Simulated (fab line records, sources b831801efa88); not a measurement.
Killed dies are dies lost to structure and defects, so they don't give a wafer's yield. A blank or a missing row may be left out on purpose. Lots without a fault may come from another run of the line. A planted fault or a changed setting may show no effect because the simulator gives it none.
One fault seen from 2 desks | flow sky130 | each desk has only its own numbers; what lay behind them comes last

THE METROLOGY DESK
What the gauges read, lot by lot, whatever tool the lot ran on: means of the sampled wafers that have a number. A lot is out of limits, marked OUT, if its mean lies more than 4 standard deviations from the usual mean; the brackets give that distance.
Columns: A = VT_ADJUST_HVTR_OVL at SKY_VT_ADJUST_HVTR_OVL_MEAS_08, usual 0.6 nm; B = SONOS_TUNNEL_TW at SKY_SONOS_TUNNEL_TW_MEAS_12, usual 196.7; C = SONOS_ONO_OVL at SKY_SONOS_ONO_OVL_MEAS_14, usual 0.5 nm
lot  | first seen here | A    | B     | C
L190 | day 10 02:58    | 0.9  | 198.9 | 0.1
L191 | day 10 09:19    | 0.3  | 195.3 | -1.4
L192 | day 10 18:49    | 0.7  | 194.4 | 0.8
L193 | day 11 07:56    | 1.6  | 199.7 | 2.9
L194 | day 11 10:55    | -0.1 | 198.6 | -0.8
L196 | day 11 20:23    | -1.4 | 193.7 | 0.8
L198 | day 12 12:50    | 0.2  | 200.0 | 0.6
L199 | day 12 19:46    | 0.7  | 194.8 | 1.3
L203 | day 14 01:34    | 1.0  | 195.8 | 0.9
L205 | day 14 13:05    | 1.7  | 194.7 | -0.5
L207 | day 15 04:47    | 0.8  | 198.9 | 0.9
L210 | day 16 01:34    | 1.5  | 194.9 | -2.0
L211 | day 16 11:38    | 2.2  | 194.9 | -0.1
This desk's finding: nothing out of limits on any of the 13 lots.

THE TOOL OWNER'S DESK: furnace-01
The tool's own readings at SKY_GATE_OXIDE_OXIDATION_16 (stabilise 600 s, purge 300 s, target thk 3.57 nm): means of the sampled wafers that have a number, for each lot that ran on this tool. A lot is out of limits, marked OUT, if its mean lies more than 4 standard deviations from the usual mean; the brackets give that distance. Of its 9 readings 7 are shown: the one that was out of limits first, and those that lie furthest out on some lot.
Columns: A = spike_tc_bottom_C at SKY_GATE_OXIDE_OXIDATION_16, usual 820.1 C; B = spike_tc_centre_C at SKY_GATE_OXIDE_OXIDATION_16, usual 799.1 C; C = spike_tc_lower_C at SKY_GATE_OXIDE_OXIDATION_16, usual 798.9 C; D = spike_tc_top_C at SKY_GATE_OXIDE_OXIDATION_16, usual 816.5 C; E = spike_tc_upper_C at SKY_GATE_OXIDE_OXIDATION_16, usual 800.7 C; F = tube_center_temp_C at SKY_GATE_OXIDE_OXIDATION_16, usual 800 C; G = tube_center_temp_C_max at SKY_GATE_OXIDE_OXIDATION_16, usual 802.1
lot  | first seen here | A                | B               | C               | D                | E               | F                     | G
L191 | day 15 00:25    | 817.9            | 798.6           | 798.1           | 819.0            | 800.3           | 800                   | 802.3
L192 | day 15 07:43    | 818.2            | 799.7           | 798.5           | 818.3            | 799.4           | 800                   | 802.4
L193 | day 16 00:20    | 818.3            | 798.5           | 798.4           | 820.2            | 799.1           | 800                   | 802.2
L194 | day 16 06:38    | 818.2            | 799.1           | 798.2           | 819.4            | 799.7           | 800                   | 802.1
L196 | day 16 16:55    | 818.6            | 798.9           | 798.0           | 820.6            | 800.1           | 800                   | 802.3
L198 | day 17 16:31    | 838.5 (+9.2) OUT | 818.7 (+22) OUT | 819.0 (+20) OUT | 839.8 (+8.3) OUT | 818.2 (+11) OUT | 820 (+99 or more) OUT | 822.6 (+59) OUT
L199 | day 17 20:56    | 839.2 (+9.5) OUT | 819.2 (+22) OUT | 818.8 (+20) OUT | 838.6 (+7.9) OUT | 820.4 (+12) OUT | 820 (+99 or more) OUT | 822.3 (+58) OUT
L210 | day 21 13:05    | 817.9            | 799.4           | 798.3           | 818.6            | 800.4           | 800                   | 801.9
This desk's finding: out of limits on L198, L199; first on L198, day 17 16:31 (spike_tc_bottom_C at SKY_GATE_OXIDE_OXIDATION_16). In limits: L191, L192, L193, L194, L196, L210.

PUT TOGETHER
The tool owner's desk could have raised an alarm at day 17 16:31, on L198, L199.
The metrology desk saw nothing out of limits.
The metrology desk has L198, L199 on record, within its limits.
Of the lots named, all ran SKY_GATE_OXIDE_OXIDATION_16 on furnace-01.

WHAT THE SIMULATOR HAD PUT IN
Process parameter drift: furnace-01, from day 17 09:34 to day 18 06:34, at SKY_GATE_OXIDE_OXIDATION_16. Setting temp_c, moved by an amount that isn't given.
Lots struck among those shown: L198, L199.
Hours from the fault's start to each desk's first reading out of limits: the tool owner's desk, 7.
